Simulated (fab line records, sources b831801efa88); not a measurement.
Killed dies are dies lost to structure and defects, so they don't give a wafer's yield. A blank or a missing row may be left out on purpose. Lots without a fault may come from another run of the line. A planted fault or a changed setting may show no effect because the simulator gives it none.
Which tool did it? | flow gf180mcu | 11 lots, 33 wafers sampled, at 3 steps of a route of 602

WHAT THE GAUGES READ, wafer by wafer
GF_CONTACT_BOW_MEAS_05.
lot  | measured     | on            | CONTACT_BOW (um)
L788 | day 17 00:58 | film_metro-03 | 66 53 54
L790 | day 17 16:26 | film_metro-04 | 67 91 68
L793 | day 18 20:14 | film_metro-03 | 54 67 72
L794 | day 19 05:16 | film_metro-02 | 57 60 64
L795 | day 19 14:24 | film_metro-02 | 58 52 67
L797 | day 19 22:21 | film_metro-03 | 73 61 63
L803 | day 21 16:13 | film_metro-04 | 74 61 61
L804 | day 22 03:50 | film_metro-04 | 81 65 58
L805 | day 22 14:44 | film_metro-04 | 70 53 61
L806 | day 22 19:01 | film_metro-02 | 53 64 76
L807 | day 23 03:43 | film_metro-04 | 73 64 64

WHICH TOOL RAN EACH LOT (tool, then ch and the chambers of the sampled wafers, then the start)
lot  | GF_CONTACT_CVD_02               | GF_CONTACT_CMP_04
L788 | pecvd-04 ch 0,2, day 17 00:31   | cmp-01 ch 1,3, day 17 00:38
L790 | pecvd-02 ch 0,2, day 17 16:01   | cmp-02 ch 1,2, day 17 16:08
L793 | pecvd-02 ch 0,1,2, day 18 19:49 | cmp-02 ch 0,1,3, day 18 19:59
L794 | pecvd-01 ch 0,1, day 19 04:50   | cmp-01 ch 2,3, day 19 05:01
L795 | pecvd-04 ch 0,1,2, day 19 13:58 | cmp-01 ch 0,1,3, day 19 14:09
L797 | pecvd-01 ch 1,2, day 19 21:53   | cmp-01 ch 0,1, day 19 22:04
L803 | pecvd-02 ch 0,1, day 21 15:47   | cmp-02 ch 0,2,3, day 21 16:01
L804 | pecvd-04 ch 0,1,2, day 22 03:23 | cmp-02 ch 0,1,2, day 22 03:37
L805 | pecvd-01 ch 0,1, day 22 14:19   | cmp-01 ch 1,2,3, day 22 14:29
L806 | pecvd-01 ch 0,1,2, day 22 18:24 | cmp-02 ch 0,1,3, day 22 18:41
L807 | pecvd-04 ch 0,2, day 23 03:16   | cmp-01 ch 0,3, day 23 03:23
- GF_CONTACT_CVD_02: deposits SiO2 from TEOS, target thk 860 nm, time 95.992 s.
- GF_CONTACT_CMP_04: polishes SiO2.

THE ANSWER, worked out from the rows above alone
Rule: what is usual is taken from the lots themselves. Put in order of their means at a reading, lots are off if they are a third of the lots or fewer, leave a main group of 4 or more, and stand apart from it by a gap of 3 or more times the standard deviation of the main group's means; of several such gaps the widest counts. A main group whose means are all the same, to the digits that the tables above print for the reading, isn't used. A lot without any number at a reading at which 4 lots or more have one is off too. The other lots that the step has rows for count as sound.
No lot is off at any reading shown: from this, nothing can be told.

WHAT THE SIMULATOR HAD PUT IN
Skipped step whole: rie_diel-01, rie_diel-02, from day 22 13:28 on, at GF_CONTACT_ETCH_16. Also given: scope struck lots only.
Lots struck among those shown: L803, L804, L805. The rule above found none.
